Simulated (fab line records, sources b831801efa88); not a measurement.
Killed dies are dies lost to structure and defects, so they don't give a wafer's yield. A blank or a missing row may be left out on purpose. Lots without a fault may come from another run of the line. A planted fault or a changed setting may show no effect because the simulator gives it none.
A struck lot beside a sound one | flow sky130 | 18 steps out of a route of 708
Sound: wafers L983.1, L983.2, L983.4. Struck: wafer L994.1. (L994.4, L994.6 of the same lot were not struck and are left out.) The cause comes at the end.
At each step with rows: each side's tool, then ch and its chambers, then its first start. Under that, the readings that differ: sound wafers | struck wafers | difference of the means | sigmas: that difference in standard deviations of wafers without a fault.
alike: readings whose means differ by less than 2 such deviations, and words and numbers that are the same on both sides. not compared: withheld readings, readings that some wafer has no value for, bounds like >300 that may hide the same value, and numbers for which the record gives no deviation and whose values overlap.
The two part at a step that has a row with sigmas, a row that says differs or no value, or rows on one side only. Numbers that don't overlap but have no deviation are shown without sigmas and don't part them. A reading that every wafer of one side lacks parts them only if that side has two wafers or more.

first, 4 steps without rows for these wafers: SKY_VT_ADJUST_LVTN_SOFTBAKE_14 (time 60 s); SKY_VT_ADJUST_LVTN_EXPOSE_15 (exposes mask HVN STD DERIVED, target cd 600 nm); SKY_VT_ADJUST_LVTN_PEB_16; SKY_VT_ADJUST_LVTN_DEVELOP_17 (develop time 60 s).
SKY_VT_ADJUST_LVTN_OVL_MEAS_18:
  sound on overlay-02, day 8 17:20; struck on overlay-02, day 12 02:29
  alike: VT_ADJUST_LVTN_01_OVL
then, 1 step without rows for these wafers: SKY_VT_ADJUST_LVTN_IMPLANT_19.
SKY_VT_ADJUST_LVTN_STRIP_20: strips in O2/N2.
  sound on plasma_asher-02 ch 0,1, day 8 17:31; struck on plasma_asher-03 ch 0, day 12 02:40
  reading                      | sound             | struck | difference | sigmas
  strip_time_to_endpoint_s (s) | 14.15 14.10 14.13 | 14.22  | +0.09      | +2
  alike: drypump_motor_current_A, oes_product_au
  not compared: rf_hours_counter_h
SKY_VT_ADJUST_LVTN_TW_MEAS_21:
  sound on film_metro-04, day 8 17:37; struck on film_metro-03, day 12 02:46
  reading             | sound             | struck | difference | sigmas
  VT_ADJUST_LVTN_2_TW | 189.3 189.1 188.2 | 185.3  | -3.6       | -2
then, 4 steps without rows for these wafers: SKY_VT_ADJUST_NCORE_DEHYDRATE_00 (time 60 s); SKY_VT_ADJUST_NCORE_HMDS_01 (prime time 60 s); SKY_VT_ADJUST_NCORE_COAT_02 (resist thk 1140 nm); SKY_VT_ADJUST_NCORE_SOFTBAKE_03 (time 60 s).
SKY_VT_ADJUST_NCORE_EXPOSE_04: exposes mask LVTN COMPLEMENT THIN, target cd 380 nm.
  sound on iline_stepper-01 ch 0, day 9 04:30; struck on iline_stepper-01 ch 0, day 12 15:04
  alike: mask
then, 2 steps without rows for these wafers: SKY_VT_ADJUST_NCORE_PEB_05; SKY_VT_ADJUST_NCORE_DEVELOP_06 (develop time 60 s).
SKY_VT_ADJUST_NCORE_CD_MEAS_07: target cd 380 nm.
  sound on cd_sem-01, day 9 15:20; struck on cd_sem-02, day 13 03:04
  reading    | sound             | struck | difference | sigmas
  cd_nm (nm) | 377.1 377.1 377.5 | 352.0  | -25.2      | -10
  not compared: hold
SKY_VT_ADJUST_NCORE_OVL_MEAS_08:
  sound on overlay-01, day 9 15:27; struck on overlay-02, day 13 05:34
  reading | sound | struck                   | difference                   | sigmas
  hold    | - - - | await_dispo/2.4h/release | no value on the sound wafers |
  alike: VT_ADJUST_NCORE_OVL
-- the record jumps here: 36 days lie between the struck wafers' starts before and after (it left off in module VT_ADJUST_NCORE and takes up again in module PAD_OPEN, whose first step shown is number 708 of the route) --
SKY_PAD_OPEN_PROBE_99:
  the record has rows for the struck wafers here (prober-02, day 49 12:10) and none for the sound ones

WHERE THEY PART
First at SKY_VT_ADJUST_LVTN_STRIP_20; last, within this record, at SKY_PAD_OPEN_PROBE_99.

WHY: what the simulator had put in
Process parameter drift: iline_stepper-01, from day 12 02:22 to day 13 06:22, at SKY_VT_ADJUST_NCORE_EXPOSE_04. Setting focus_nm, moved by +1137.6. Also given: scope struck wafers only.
